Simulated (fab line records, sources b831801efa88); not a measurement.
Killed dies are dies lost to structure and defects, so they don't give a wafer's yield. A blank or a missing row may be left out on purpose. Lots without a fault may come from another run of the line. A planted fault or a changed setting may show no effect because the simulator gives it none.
Problem report in the 8D (eight disciplines) form, filled by code | flow sky130 | the parts of the form that need people (team, actions taken, sign-off) are left out

1. THE PROBLEM
plate_temp_C at SKY_POLY_GATE_SOFTBAKE_09 reads a mean of 93.27 C on 6 wafers of 2 lots; wafers without a fault read 100.01 C with a standard deviation of 0.11. That is -61 standard deviations from the usual mean.
The step: time 90 s.
First seen on wafer L900.2, day 18 12:00, on litho_track-01. The record holds 39 wafers of 13 lots with a number at this step. Rule for "out", or "out of limits": more than 4 standard deviations from the usual mean. The other wafers with a number count as sound.

2. WHAT IT IS AND WHAT IT IS NOT
question                    | is                                 | is not
which readings at this step | plate_temp_C, heater_power_total_W | -
which lots                  | L900, L901                         | L892, L893, L895, L897, L899, L903, L908, L909, L911, L914, L915
which wafers of those lots  | all that have a number             | -
read on which tools         | litho_track-01                     | litho_track-02, litho_track-04
when                        | from day 18 12:00                  | up to then (15 sound wafers); but 18 sound wafers of L903, L908, L909, L911, L914, L915 came after

3. SUSPECTS, AND WHAT RULES EACH OUT
Counting: a tool at a process step up to the reading stays a suspect if it ran every lot that is out and no sound lot after the first of them.
- plasma_asher-03 at SKY_VT_ADJUST_LVTN_STRIP_09 (strips in O2/N2): ruled out as a lasting fault. Sound lots L908, L909 ran on it after its first lot that is out, L900 (day 8 22:04).
- litho_track-01 at SKY_POLY_GATE_SOFTBAKE_09 (time 90 s): ruled out as a lasting fault. Sound lots L909 ran on it after its first lot that is out, L900 (day 18 12:00).
Left after counting: nothing in the record.

4. THE CAUSE (what the simulator had put in)
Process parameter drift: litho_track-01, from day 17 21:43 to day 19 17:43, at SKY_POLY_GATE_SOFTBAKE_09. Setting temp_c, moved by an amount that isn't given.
Counting ruled it out, wrongly.

5. THE CHAIN OF EFFECTS, in route order
Each row: a reading whose mean over the struck wafers that have a number lies more than 3 standard deviations from the usual. Only readings for which the record gives a usual standard deviation are gone through. hours: the time from each lot's start at the first step in this table that gives one to its start at this step, as a median over the lots. sigmas: the change in usual standard deviations.
hours | step                      | reading              | usual    | on struck wafers | change | sigmas
0     | SKY_POLY_GATE_SOFTBAKE_09 | heater_power_total_W | 57.36 W  | 51.98            | -5.38  | -49
0     | SKY_POLY_GATE_SOFTBAKE_09 | plate_temp_C         | 100.01 C | 93.27            | -6.74  | -61
The process steps in it:
- SKY_POLY_GATE_SOFTBAKE_09: time 90 s.
Later measuring or inspecting steps at which every struck wafer that the step has a row for has a number for every such reading, and none has moved that far: SKY_CONTACT_BOW_MEAS_05.

6. WHAT WOULD HAVE CAUGHT IT SOONER
In this record the first reading out of limits was taken at day 18 12:00, 14 hours after the fault began at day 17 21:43.
